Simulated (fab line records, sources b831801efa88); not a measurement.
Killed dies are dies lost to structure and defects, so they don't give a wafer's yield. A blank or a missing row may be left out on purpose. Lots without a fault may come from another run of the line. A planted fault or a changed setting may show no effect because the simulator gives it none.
Split-lot experiment | flow sfq_line | 5 lots, 23 wafers read, on a route of 325 steps

THE SPLIT
At SFQ_TRILAYER_I6_VIA_LITHO_COAT_169 (resist thk 650 nm), the setting resist_thk_nm was moved away from the recipe's 650 nm on 8 of the 23 wafers read, by +2.6% to +5.1%. The other wafers ran this setting at the recipe's value.

FROM THE SPLIT TO THE READING: what the file shows between them, 4 steps
- SFQ_TRILAYER_I6_VIA_LITHO_SOFTBAKE_173
- SFQ_TRILAYER_I6_VIA_LITHO_EXPOSE_170: exposes mask I6, target cd 700 nm
- SFQ_TRILAYER_I6_VIA_LITHO_DEVELOP_171: time 60 s
- SFQ_TRILAYER_I6_VIA_BARC_OPEN_VIA_ETCH_235: etches BARC in O2, target depth 125 nm, time 41.7 s

THE READING
KrF_of_TRILAYER_I6_VIA_LITHO_COAT_169.thk_nm (the simulator's own value, which no gauge read), in nm, at SFQ_TRILAYER_I6_VIA_ETCH_VIA_ETCH_172 (etches SiO2 in CHF3, stops on Nb, target depth 260 nm). The file gives no usual value for it. The 15 wafers here that ran the recipe average 528.7 nm, standard deviation 1.6 nm.

wafer  | tool, chamber at the split | resist_thk_nm as run, nm | against the recipe | KrF_of_TRILAYER_I6_VIA_LITHO_COAT_169.thk_nm, nm | against lot-mates on the recipe
L074.1 | litho_track-03, 0          | 650                      | recipe             | 529.6                                            | -
L074.3 | litho_track-03, 0          | 650                      | recipe             | 530.6                                            | -
L074.4 | litho_track-03, 0          | 650                      | recipe             | 530.4                                            | -
L077.1 | litho_track-04, 0          | 650                      | recipe             | 525.8                                            | -
L077.2 | litho_track-04, 0          | 666.8                    | +2.6%              | 544.8                                            | +18.0
L077.3 | litho_track-04, 0          | 666.8                    | +2.6%              | 546.3                                            | +19.5
L077.5 | litho_track-04, 0          | 666.8                    | +2.6%              | 546.3                                            | +19.5
L077.6 | litho_track-04, 0          | 650                      | recipe             | 527.9                                            | -
L079.1 | litho_track-01, 0          | 650                      | recipe             | 529                                              | -
L079.2 | litho_track-01, 0          | 650                      | recipe             | 529.8                                            | -
L079.4 | litho_track-01, 0          | 677.3                    | +4.2%              | 556.1                                            | +27.8
L079.5 | litho_track-01, 0          | 650                      | recipe             | 526.2                                            | -
L079.6 | litho_track-01, 0          | 677.3                    | +4.2%              | 556.2                                            | +27.9
L080.1 | litho_track-04, 0          | 650                      | recipe             | 529.7                                            | -
L080.2 | litho_track-04, 0          | 650                      | recipe             | 527                                              | -
L080.4 | litho_track-04, 0          | 650                      | recipe             | 529.4                                            | -
L080.5 | litho_track-04, 0          | 650                      | recipe             | 528                                              | -
L080.6 | litho_track-04, 0          | 650                      | recipe             | 527.5                                            | -
L083.1 | litho_track-04, 0          | 650                      | recipe             | 531.8                                            | -
L083.2 | litho_track-04, 0          | 683.3                    | +5.1%              | 566.2                                            | +36.2
L083.3 | litho_track-04, 0          | 650                      | recipe             | 528.2                                            | -
L083.4 | litho_track-04, 0          | 683.3                    | +5.1%              | 564.1                                            | +34.1
L083.6 | litho_track-04, 0          | 683.3                    | +5.1%              | 565.4                                            | +35.4

THE FIT
A straight line over all 23 wafers: KrF_of_TRILAYER_I6_VIA_LITHO_COAT_169.thk_nm changes by +6.92 nm for each +1% of resist_thk_nm; r = +0.99; the points scatter about the line by 1.6 nm.
The same after taking each lot's own level away (the mean of its wafers on the recipe; 23 wafers): +6.86 nm for each +1%; r = +1.00; scatter 1.2 nm.
On that fit, the largest move of resist_thk_nm shifts the reading by 35 nm.
The lots' own levels span 526.85 to 530.20 nm, that is 2.0 times the standard deviation above.
So the lot-to-lot level changes the slope little: the two slopes agree.
Check: with one of the wafers moved furthest among these (+5.1%) left out of the fit, the line predicts +35 nm for it against its lot-mates. It came out at +36.2 nm against them.

OTHER SPLITS ON THESE WAFERS
These wafers also went through other splits before the reading. Each is held against what the fit with the lots' levels taken away leaves over:
other split on the same wafers          | wafers away from the commonest value | r with KrF_of_TRILAYER_I6_VIA_LITHO_COAT_169.thk_nm (lot level and that fit taken away)
SFQ_TRILAYER_M6_LITHO_COAT_164 spin_rpm | 10                                   | -0.12
SFQ_TRILAYER_I6_DEP_PECVD_165 time_s    | 7                                    | +0.07

THE WHOLE CHAIN: every reading that the file lists as answering this split, in the file's order
step                                       | what it does                                          | reading                                                                                       | change (the file's fit)              | r (the file's)
SFQ_TRILAYER_I6_VIA_LITHO_COAT_169         | resist thk 650 nm                                     | KrF_of_TRILAYER_I6_VIA_LITHO_COAT_169.thk_nm (the simulator's own value, which no gauge read) | +6.64 nm for each +1% of the setting | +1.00
SFQ_TRILAYER_I6_VIA_BARC_OPEN_VIA_ETCH_235 | etches BARC in O2, target depth 125 nm, time 41.7 s   | KrF_of_TRILAYER_I6_VIA_LITHO_COAT_169.thk_nm (the simulator's own value, which no gauge read) | +6.72 nm for each +1% of the setting | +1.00
SFQ_TRILAYER_I6_VIA_ETCH_VIA_ETCH_172      | etches SiO2 in CHF3, stops on Nb, target depth 260 nm | KrF_of_TRILAYER_I6_VIA_LITHO_COAT_169.thk_nm (the simulator's own value, which no gauge read) | +6.85 nm for each +1% of the setting | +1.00

THE FILE'S OWN FIT
KrF_of_TRILAYER_I6_VIA_LITHO_COAT_169.thk_nm changes by +6.85 nm for each +1% of resist_thk_nm, r = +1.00.
